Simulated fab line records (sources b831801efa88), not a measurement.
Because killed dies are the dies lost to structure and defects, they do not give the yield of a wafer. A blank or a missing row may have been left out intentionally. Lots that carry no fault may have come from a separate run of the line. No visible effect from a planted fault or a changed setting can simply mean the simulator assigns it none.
Struck lot and sound lot, side by side / flow sky130 / 16 steps out of a route of 708
Sound: wafers L861.1, L861.2, L861.6. Struck: wafers L866.2, L866.5, L866.6. The cause is named last.
At each step with rows: each side's tool, then ch and its chambers, then its first start. Under that, the readings that differ: sound wafers / struck wafers / difference of the means / sigmas: that difference in standard deviations of wafers without a fault.
alike: same words and numbers on both sides, and readings whose means sit less than 2 such deviations apart. not compared: any withheld reading, any reading some wafer has no value for, any bound like >300 that may hide the same value, and any number with overlapping values for which the record gives no deviation.
The two part at a step that has a row with sigmas, a row that says differs or no value, or rows on one side only. Numbers that have no deviation but don't overlap get no sigmas and don't part them. Lack of a reading on every wafer of one side parts them only where that side has two or more wafers.

first, 3 steps without rows for these wafers: SKY_SD_P_EXPOSE_04 (exposes mask PSDM, target cd 380 nm); SKY_SD_P_PEB_05; SKY_SD_P_DEVELOP_06 (develop time 60 s).
SKY_SD_P_CD_MEAS_07: target cd 380 nm.
  struck on cd_sem-02, day 28 13:50; sound on cd_sem-01, day 25 13:57
  alike: cd_nm
SKY_SD_P_OVL_MEAS_08:
  struck on overlay-01, day 28 13:56; sound on overlay-01, day 25 14:04
  alike: SD_P_OVL
next, for these wafers, 1 step has no rows: SKY_SD_P_IMPLANT_09.
SKY_SD_P_STRIP_10: strips in O2/N2.
  sound on plasma_asher-02 ch 0,1, day 25 14:15; struck on plasma_asher-01 ch 0,1, day 28 14:07
  alike: drypump_motor_current_A, oes_product_au, strip_time_to_endpoint_s
  not compared: rf_hours_counter_h
SKY_SD_P_TW_MEAS_11:
  struck on film_metro-02, day 28 14:14; sound on film_metro-03, day 25 14:21
reading=SD_P_TW; sound=2773 2774 2773; struck=2834 2812 2819; difference=+48; sigmas=+3
then, 4 steps without rows for these wafers: SKY_RES_XHIGH_DEHYDRATE_00 (time 60 s); SKY_RES_XHIGH_HMDS_01 (prime time 60 s); SKY_RES_XHIGH_COAT_02 (resist thk 1140 nm); SKY_RES_XHIGH_SOFTBAKE_03 (time 60 s).
SKY_RES_XHIGH_EXPOSE_04: exposes mask URPM, target cd 1270 nm.
  sound on iline_stepper-01 ch 0, day 26 04:43; struck on iline_stepper-02 ch 0, day 29 03:58
reading=mask; sound=URPM#0 URPM#0 URPM#0; struck=URPM_R1#0 URPM_R1#0 URPM_R1#0; difference=differs; sigmas=
  alike: focus_offset_nm
next, for these wafers, 1 step has no rows: SKY_RES_XHIGH_PEB_05.
SKY_RES_XHIGH_DEVELOP_06: develop time 58.99 s.
  sound on litho_track-03 ch 0, day 26 19:28; struck on litho_track-04 ch 0, day 29 17:30
reading=model.RES_XHIGH.cd_nm (nm); sound=1268 1268 1269; struck=1458 1459 1459; difference=+190; sigmas=
  alike: developer_temp_C
next, for these wafers, 1 step has no rows: SKY_RES_XHIGH_IMPLANT_07.

== WHERE THEY PART ==
Last at SKY_RES_XHIGH_EXPOSE_04 as far as this record goes, first at SKY_SD_P_TW_MEAS_11. Later steps at which nothing parts them and some readings are alike: SKY_RES_XHIGH_DEVELOP_06.

WHY: what the simulator had put in
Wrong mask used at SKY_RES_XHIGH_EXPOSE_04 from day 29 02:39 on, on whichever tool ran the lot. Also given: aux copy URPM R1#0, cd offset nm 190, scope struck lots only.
